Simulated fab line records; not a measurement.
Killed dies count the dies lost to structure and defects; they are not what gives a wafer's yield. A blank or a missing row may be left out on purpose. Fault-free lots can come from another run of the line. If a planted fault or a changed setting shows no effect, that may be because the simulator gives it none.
A struck lot beside a sound one	flow sfq_line	13 out of 325 route steps
Sound: wafers L906.1, L906.3, L906.6. Struck: wafer L916.3 (L916.2, L916.4, from the same lot, were not struck and are left out); the cause is given at the end.
Order at every step that has rows: each side's tool, ch and its chambers, its first start. Under that, the readings that differ: sound wafers	struck wafers	difference of the means	sigmas: that difference in standard deviations of wafers without a fault.
alike: same words and numbers on both sides, and readings whose means sit less than 2 such deviations apart. not compared: any withheld reading, any reading some wafer has no value for, any bound like >300 that may hide the same value, and any number with overlapping values for which the record gives no deviation.
The two part at a step that has a row with sigmas, a row that says differs or no value, or rows on one side only. Numbers that don't overlap but have no deviation are shown without sigmas and don't part them. A reading that every wafer of one side lacks parts them only if that side has two wafers or more.

first, 6 steps without rows for these wafers: SFQ_TRILAYER_M0_LITHO_COAT_026 (resist thk 62 nm); SFQ_TRILAYER_M0_LITHO_COAT_021 (resist thk 600 nm); SFQ_TRILAYER_M0_LITHO_SOFTBAKE_025; SFQ_TRILAYER_M0_LITHO_EXPOSE_022 (exposes mask M0, target cd 500 nm); SFQ_TRILAYER_M0_LITHO_PEB_024 (peb time 60 s); SFQ_TRILAYER_M0_LITHO_DEVELOP_023 (time 60 s).
SFQ_M0_OVL_MEAS_906:
  sound: overlay-02 at day 10 01:07; struck: overlay-01 at day 14 18:55
  alike: M0_OVL
SFQ_TRILAYER_M0_BARC_OPEN_METAL_ETCH_031: etches BARC in O2, target depth 125 nm, time 41.7 s.
  sound on rie_metal-02 ch 1, day 10 01:09; struck on rie_metal-02 ch 1, day 14 18:58
  alike: drypump_motor_current_A, oes_product_au
  not compared: rf_hours_counter_h
SFQ_TRILAYER_M0_ETCH_METAL_ETCH_024: etches Nb in Cl2/Ar, stops on SiO2, target depth 240 nm, time 120 s.
  sound on rie_metal-02 ch 1, day 10 01:13; struck on rie_metal-02 ch 1, day 14 19:07
reading	sound	struck	difference	sigmas
oes_product_au (a.u.)	0.900 0.899 0.895	0.883	-0.015	-2
  alike: drypump_motor_current_A
  not compared: rf_hours_counter_h
SFQ_TRILAYER_M0_STRIP_STRIP_025: strips in O2.
  sound on rie_metal-02 ch 1, day 10 01:20; struck on rie_metal-02 ch 1, day 14 19:31
  alike: drypump_motor_current_A, oes_product_au
  not compared: rf_hours_counter_h
then, 1 step without rows for these wafers: SFQ_TRILAYER_M0_STRIP_SOLV_CLEAN_026 (cleans in NMP, time 600 s).
SFQ_TRILAYER_I0_DEP_PECVD_027: deposits SiO2 from SiH4/N2O, time 111.11 s, target thk 500 nm.
  sound on pecvd-02 ch 0,1, day 10 02:07; struck on pecvd-01 ch 2, day 14 20:43
reading	sound	struck	difference	sigmas
rf_fwd_power_W (W)	182.3 182.2 182.7	210.3	+27.9	+45
model.SiO2_of_TRILAYER_I0_DEP_PECVD_027.thk_nm (nm)	507.8 502.8 505.9	522.2	+16.7	
  alike: heater_power_w, throttle_valve_pct
SFQ_TRILAYER_I0_CMP_CMP_028: polishes SiO2.
  sound on cmp-01 ch 0,2, day 10 02:11; struck on cmp-01 ch 0, day 14 21:18
reading	sound	struck	difference	sigmas
time_to_endpoint_s (s)	214 215 215	230	+15	+2
  alike: motor_current_A

WHERE THEY PART
At SFQ_TRILAYER_M0_ETCH_METAL_ETCH_024 first; at SFQ_TRILAYER_I0_CMP_CMP_028 last (within this record only).

WHY: what had been put in by the simulator
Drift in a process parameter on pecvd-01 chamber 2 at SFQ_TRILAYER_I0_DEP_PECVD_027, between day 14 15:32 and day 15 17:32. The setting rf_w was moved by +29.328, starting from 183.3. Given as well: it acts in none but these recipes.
